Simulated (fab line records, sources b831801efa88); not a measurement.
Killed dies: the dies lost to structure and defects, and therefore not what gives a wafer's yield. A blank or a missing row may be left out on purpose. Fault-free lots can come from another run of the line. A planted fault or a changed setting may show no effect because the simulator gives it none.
Chamber matching	flow gf180mcu	GF_V4_CVD_02 on pecvd-02 has 3 sister chambers
The step deposits SiO2 from TEOS, target thk 850 nm, time 94.851 s. 3 wafers are shown with their chamber, then 8 later ones without.

WAFERS PAIRED WITH THEIR CHAMBERS
wafer	chamber	heater-power-w (W)
L087.4	0	768
L088.4	1	673
L089.1	2	497

WAFERS WITHOUT THEIR CHAMBER
wafer	heater-power-w (W)
L089.2	723
L089.3	744
L089.4	556
L089.5	579
L089.6	781
L096.1	734
L096.3	705
L096.5	726

CHAMBER TAKEN BY EACH
wafer	from the rows above	in truth
L089.2	can't be placed: 0 or 1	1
L089.3	can't be placed: 0 or 1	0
L089.4	can't be placed: 2 or 1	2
L089.5	can't be placed: 2 or 1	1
L089.6	0	0
L096.1	can't be placed: 0 or 1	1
L096.3	can't be placed: 1 or 0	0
L096.5	can't be placed: 0 or 1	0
Correct placement for 1 of the 8. Can't be placed from these rows: 7 (the true chamber is among the candidates in 7). Number placed wrongly: 0.
How it was worked out, from the rows above alone: a wafer's distance from a chamber is the root of the sum, over the readings, of the square of ((its reading less the chamber's mean) divided by the reading's scatter). If the next closest chamber is less than 2 further off than the closest, the wafer can't be placed; otherwise it belongs to the closest. A chamber's mean is the mean of its shown wafers. The scatter: root of mean squared gap, hidden wafer to nearest shown wafer, with one shown wafer a chamber.
